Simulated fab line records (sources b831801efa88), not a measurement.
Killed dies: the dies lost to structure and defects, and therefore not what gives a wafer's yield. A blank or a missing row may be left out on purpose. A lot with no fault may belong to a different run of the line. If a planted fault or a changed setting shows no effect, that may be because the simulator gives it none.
The tool behind it: which one? -- flow gf180mcu -- 24 lots, 72 wafers sampled, at 6 steps of a route of 602

== WHAT THE GAUGES SHOWED, per wafer ==
GF_V1_THK_MEAS_03.
lot,measured,on,V1_CVD_02_THK (nm)
L074,day 17 02:55,film_metro-02,849 857 856
L075,day 17 09:33,film_metro-03,828 837 846
L076,day 17 19:57,film_metro-01,838 862 867
L077,day 18 00:57,film_metro-02,842 870 853
L078,day 18 13:58,film_metro-03,843 837 858
L079,day 19 05:10,film_metro-01,841 839 862
L080,day 19 13:24,film_metro-03,838 841 852
L081,day 19 22:19,film_metro-02,851 858 865
L082,day 20 07:54,film_metro-03,849 859 850
L083,day 20 12:27,film_metro-01,852 849 864
L084,day 21 07:20,film_metro-01,846 859 850
L085,day 21 12:04,film_metro-01,851 855 866
L086,day 21 15:15,film_metro-02,853 873 875
L087,day 21 22:44,film_metro-02,845 861 862
L088,day 22 06:46,film_metro-01,840 842 852
L089,day 22 16:28,film_metro-01,839 851 868
L090,day 22 22:17,film_metro-02,851 862 862
L091,day 23 04:11,film_metro-03,835 836 863
L092,day 23 15:03,film_metro-03,838 845 857
L093,day 24 02:26,film_metro-01,846 851 860
L094,day 24 10:11,film_metro-03,838 858 858
L095,day 24 16:56,film_metro-03,857 853 853
L096,day 25 02:55,film_metro-03,844 856 846
L097,day 25 03:39,film_metro-03,833 822 832

GF_V5_THK_MEAS_25: measures by xrf.
lot,measured,on,V5_W_THK (nm)
L074,day 27 05:05,film_metro-01,357 363 358
L075,day 27 10:19,film_metro-01,355 351 352
L076,day 27 18:06,film_metro-02,352 356 358
L077,day 27 23:29,film_metro-03,349 344 349
L078,day 28 11:32,film_metro-03,350 341 346
L079,day 28 23:41,film_metro-03,355 347 348
L080,day 29 07:20,film_metro-01,354 349 353
L081,day 29 13:22,film_metro-01,357 355 358
L082,day 29 21:50,film_metro-01,363 361 363
L083,day 30 00:20,film_metro-02,355 353 357
L084,day 30 16:28,film_metro-01,361 371 362
L085,day 30 18:13,film_metro-01,363 362 362
L086,day 30 22:11,film_metro-01,363 361 364
L087,day 31 03:34,film_metro-03,352 350 350
L088,day 31 07:20,film_metro-03,348 346 346
L089,day 31 19:29,film_metro-02,346 343 345
L090,day 31 19:42,film_metro-03,356 354 359
L091,day 32 00:02,film_metro-03,354 349 356
L092,day 32 09:05,film_metro-02,355 352 345
L093,day 32 17:44,film_metro-02,358 362 356
L094,day 32 20:42,film_metro-01,358 369 360
L095,day 33 06:17,film_metro-02,352 348 345
L096,day 33 11:39,film_metro-01,348 351 352
L097,day 33 11:23,film_metro-01,364 363 360

== EACH LOT AND THE TOOL THAT RAN IT (in order: tool; ch and the chambers of the sampled wafers; start) ==
lot,GF_HV_LDD_STRIP_10,GF_V1_ETCH_17,GF_V3_STRIP_18,GF_V4_SPUTTER_21
L074,"plasma_asher-03 ch 0,1, day 9 23:55","rie_diel-02 ch 0,2, day 22 08:12 or earlier","plasma_asher-03 ch 0,1, day 22 08:12","pvd_sputter-04, day 24 09:22"
L075,"plasma_asher-01 ch 0,1, day 10 05:41","rie_diel-02 ch 0,2,3, day 22 15:05 or earlier","plasma_asher-03 ch 0,1, day 22 15:05","pvd_sputter-03, day 24 15:26"
L076,"plasma_asher-01 ch 0,1, day 10 14:12","rie_diel-04 ch 1,2,3, day 23 00:26 or earlier","plasma_asher-04 ch 0,1, day 23 00:26","pvd_sputter-04, day 25 00:30"
L077,"plasma_asher-03 ch 0,1, day 10 19:11","rie_diel-02 ch 0,1,3, day 23 05:52 or earlier","plasma_asher-01 ch 0,1, day 23 05:52","pvd_sputter-01, day 25 05:25"
L078,"plasma_asher-02 ch 0,1, day 11 02:58","rie_diel-03 ch 0,1,3, day 23 19:32 or earlier","plasma_asher-01 ch 0,1, day 23 19:32","pvd_sputter-03, day 25 18:44"
L079,"plasma_asher-03 ch 0,1, day 11 15:32","rie_diel-03 ch 1,2,3, day 24 09:35 or earlier","plasma_asher-03 ch 0,1, day 24 09:35","pvd_sputter-01, day 26 08:33"
L080,"plasma_asher-03 ch 0,1, day 11 20:14","rie_diel-04 ch 0,1,3, day 24 17:08 or earlier","plasma_asher-04 ch 0,1, day 24 17:08","pvd_sputter-03, day 26 15:51"
L081,"plasma_asher-02 ch 0,1, day 12 05:08","rie_diel-03 ch 1,2, day 25 01:33 or earlier","plasma_asher-04 ch 0,1, day 25 01:33","pvd_sputter-03, day 26 22:37"
L082,"plasma_asher-02 ch 0,1, day 12 12:56","rie_diel-04 ch 1,2, day 25 10:24 or earlier","plasma_asher-01 ch 0,1, day 25 10:24","pvd_sputter-01, day 27 07:18"
L083,"plasma_asher-01 ch 0,1, day 12 18:04","rie_diel-04 ch 0,2,3, day 25 12:25 or earlier","plasma_asher-01 ch 0,1, day 25 12:25","pvd_sputter-03, day 27 10:24"
L084,"plasma_asher-03 ch 0,1, day 13 08:32","rie_diel-04 ch 0,1,2, day 26 07:23 or earlier","plasma_asher-03 ch 0,1, day 26 07:23","pvd_sputter-04, day 28 03:30"
L085,"plasma_asher-02 ch 0,1, day 13 11:46","rie_diel-02 ch 0,1,3, day 26 09:46 or earlier","plasma_asher-03 ch 0,1, day 26 09:46","pvd_sputter-04, day 28 06:04"
L086,"plasma_asher-02 ch 0,1, day 13 15:09","rie_diel-02 ch 2,3, day 26 13:11 or earlier","plasma_asher-03 ch 0,1, day 26 13:11","pvd_sputter-04, day 28 09:53"
L087,"plasma_asher-02 ch 0,1, day 13 22:34","rie_diel-03 ch 0,1,3, day 26 18:42 or earlier","plasma_asher-01 ch 0,1, day 26 18:42","pvd_sputter-03, day 28 14:52"
L088,"plasma_asher-02 ch 0,1, day 14 05:42","rie_diel-03 ch 0,1,2, day 27 02:36 or earlier","plasma_asher-01 ch 0,1, day 27 02:36","pvd_sputter-03, day 28 22:02"
L089,"plasma_asher-01 ch 0, day 14 14:18","rie_diel-02 ch 0,1, day 27 12:11 or earlier","plasma_asher-04 ch 1, day 27 12:11","pvd_sputter-03, day 29 07:43"
L090,"plasma_asher-01 ch 0, day 14 20:16","rie_diel-02 ch 0,1,3, day 27 14:52 or earlier","plasma_asher-04 ch 1, day 27 14:52","pvd_sputter-04, day 29 09:39"
L091,"plasma_asher-03 ch 0,1, day 15 00:59","rie_diel-03 ch 1,2, day 27 20:44 or earlier","plasma_asher-01 ch 0,1, day 27 20:44","pvd_sputter-04, day 29 14:42"
L092,"plasma_asher-03 ch 0,1, day 15 10:53","rie_diel-02 ch 0,1,2, day 28 07:09 or earlier","plasma_asher-04 ch 0,1, day 28 07:09","pvd_sputter-03, day 30 00:28"
L093,"plasma_asher-03 ch 0,1, day 15 21:51","rie_diel-04 ch 1,2, day 28 16:01 or earlier","plasma_asher-04 ch 0,1, day 28 16:01","pvd_sputter-04, day 30 09:18"
L094,"plasma_asher-02 ch 0,1, day 16 07:06","rie_diel-04 ch 0,1,2, day 28 22:30 or earlier","plasma_asher-01 ch 0,1, day 28 22:30","pvd_sputter-03, day 30 14:58"
L095,"plasma_asher-01 ch 0,1, day 16 11:44","rie_diel-04 ch 1,2,3, day 29 07:19 or earlier","plasma_asher-01 ch 0,1, day 29 07:19","pvd_sputter-04, day 30 23:58"
L096,"plasma_asher-03 ch 0,1, day 16 21:42","rie_diel-04 ch 0,2,3, day 29 13:53 or earlier","plasma_asher-01 ch 0,1, day 29 13:53","pvd_sputter-04, day 31 05:54"
L097,"plasma_asher-01 ch 0,1, day 17 01:14","rie_diel-02 ch 0,2,3, day 29 14:24 or earlier","plasma_asher-04 ch 0,1, day 29 14:24","pvd_sputter-03, day 31 06:00"
- GF_HV_LDD_STRIP_10: strips in O2/N2.
- GF_V1_ETCH_17: etches SiO2 in C4F8/O2/Ar, stops on TiN, target depth 630 nm.
- GF_V3_STRIP_18: strips in O2/N2.
- GF_V4_SPUTTER_21: material Ti, target thk 15 nm, time 80.02 s.

== WHAT THE TOOLS THEMSELVES READ (means of the sampled wafers that have a number; where no wafer has one, the mark that the record gives instead) ==
GF_HV_LDD_STRIP_10.
lot,tool,drypump_motor_current_A (A),heater_power_w (W),o2_flow_sccm (sccm),oes_product_au (a.u.),strip_time_to_endpoint_s (s)
L074,plasma_asher-03,5.91,327,3010,0.710,12.54
L075,plasma_asher-01,5.86,335,3006,0.714,12.61
L076,plasma_asher-01,5.93,348,2987,0.716,12.63
L077,plasma_asher-03,6.06,333,2997,0.721,12.64
L078,plasma_asher-02,5.89,324,3007,0.715,12.65
L079,plasma_asher-03,6.05,332,3004,0.721,12.65
L080,plasma_asher-03,6.04,335,2994,0.717,12.60
L081,plasma_asher-02,5.91,327,2999,0.715,12.63
L082,plasma_asher-02,5.77,341,2999,0.719,12.69
L083,plasma_asher-01,5.94,346,3007,0.715,12.63
L084,plasma_asher-03,6.05,335,3005,0.713,12.63
L085,plasma_asher-02,5.94,327,3002,0.717,12.57
L086,plasma_asher-02,5.93,325,2997,0.712,12.66
L087,plasma_asher-02,5.92,326,2995,0.715,12.62
L088,plasma_asher-02,5.75,336,2990,0.715,12.65
L089,plasma_asher-01,5.78,319,3015,0.717,12.64
L090,plasma_asher-01,5.75,320,3007,0.711,12.63
L091,plasma_asher-03,5.95,325,3001,0.714,12.58
L092,plasma_asher-03,5.95,325,2993,0.714,12.54
L093,plasma_asher-03,5.96,332,3001,0.717,12.63
L094,plasma_asher-02,5.76,332,3004,0.714,12.64
L095,plasma_asher-01,5.89,331,3004,0.718,12.62
L096,plasma_asher-03,5.96,323,2992,0.714,12.68
L097,plasma_asher-01,5.91,347,3003,0.716,12.64

GF_V1_ETCH_17.
lot,tool,oes_product_au (a.u.)
L074,rie_diel-02,0.852
L075,rie_diel-02,0.857
L076,rie_diel-04,0.854
L077,rie_diel-02,0.857
L078,rie_diel-03,0.857
L079,rie_diel-03,0.854
L080,rie_diel-04,0.860
L081,rie_diel-03,0.853
L082,rie_diel-04,0.855
L083,rie_diel-04,0.858
L084,rie_diel-04,0.855
L085,rie_diel-02,0.855
L086,rie_diel-02,0.857
L087,rie_diel-03,0.854
L088,rie_diel-03,0.854
L089,rie_diel-02,0.854
L090,rie_diel-02,0.856
L091,rie_diel-03,0.859
L092,rie_diel-02,0.853
L093,rie_diel-04,0.853
L094,rie_diel-04,0.857
L095,rie_diel-04,0.854
L096,rie_diel-04,0.855
L097,rie_diel-02,0.860

GF_V3_STRIP_18.
lot,tool,drypump_motor_current_A (A),heater_power_w (W),o2_flow_sccm (sccm),oes_product_au (a.u.)
L074,plasma_asher-03,5.94,326,3018,0.589
L075,plasma_asher-03,6.07,334,2987,0.595
L076,plasma_asher-04,5.68,322,3002,0.592
L077,plasma_asher-01,5.96,351,3005,0.594
L078,plasma_asher-01,5.94,350,2999,0.591
L079,plasma_asher-03,6.07,336,2997,0.595
L080,plasma_asher-04,5.65,328,2995,0.587
L081,plasma_asher-04,5.63,328,2988,0.590
L082,plasma_asher-01,5.88,333,2995,0.592
L083,plasma_asher-01,5.88,334,2997,0.595
L084,plasma_asher-03,5.96,329,3006,0.591
L085,plasma_asher-03,6.05,334,2993,0.595
L086,plasma_asher-03,5.93,333,3003,0.592
L087,plasma_asher-01,5.86,333,3002,0.593
L088,plasma_asher-01,5.82,337,2998,0.589
L089,plasma_asher-04,5.58,336,3019,0.593
L090,plasma_asher-04,5.62,331,2995,0.594
L091,plasma_asher-01,5.92,349,2991,0.594
L092,plasma_asher-04,5.65,328,2997,0.593
L093,plasma_asher-04,5.64,326,2998,0.590
L094,plasma_asher-01,5.93,346,3008,0.588
L095,plasma_asher-01,5.93,346,2997,0.592
L096,plasma_asher-01,5.95,343,2999,0.591
L097,plasma_asher-04,5.62,333,2991,0.590

GF_V4_SPUTTER_21.
lot,tool,throttle_valve_pct (%)
L074,pvd_sputter-04,29.5
L075,pvd_sputter-03,29.2
L076,pvd_sputter-04,29.7
L077,pvd_sputter-01,30.3
L078,pvd_sputter-03,29.5
L079,pvd_sputter-01,29.8
L080,pvd_sputter-03,29.7
L081,pvd_sputter-03,29.8
L082,pvd_sputter-01,30.6
L083,pvd_sputter-03,29.2
L084,pvd_sputter-04,29.5
L085,pvd_sputter-04,29.4
L086,pvd_sputter-04,29.8
L087,pvd_sputter-03,29.4
L088,pvd_sputter-03,29.7
L089,pvd_sputter-03,29.8
L090,pvd_sputter-04,29.6
L091,pvd_sputter-04,29.9
L092,pvd_sputter-03,29.5
L093,pvd_sputter-04,29.4
L094,pvd_sputter-03,29.3
L095,pvd_sputter-04,29.6
L096,pvd_sputter-04,29.5
L097,pvd_sputter-03,29.6

== THE ANSWER, worked out from the rows above alone ==
Rule: the usual values come from the lots themselves. The widest of any qualifying gaps counts: lots, ordered by their means at a reading, are off when they make up no more than a third of the lots, leave a main group of 4 or more, and stand apart from it by 3 or more times the standard deviation of that group's means. A main group is skipped when, at the precision printed for the reading in the tables above, its means are all equal. Also off: a lot with no number at a reading for which 4 or more lots have one. Any other lot the step has rows for is counted as sound. Order of review: gauges by route order, followed by the tools' own readings, for which a lot's mean as printed above is used. The first step at which some lot is off is used, and at that step the reading that is off furthest; a lot without a number counts as furthest.
No lot is off on any of the readings shown, so nothing can be concluded from this.

== WHAT THE SIMULATOR HAD PUT IN ==
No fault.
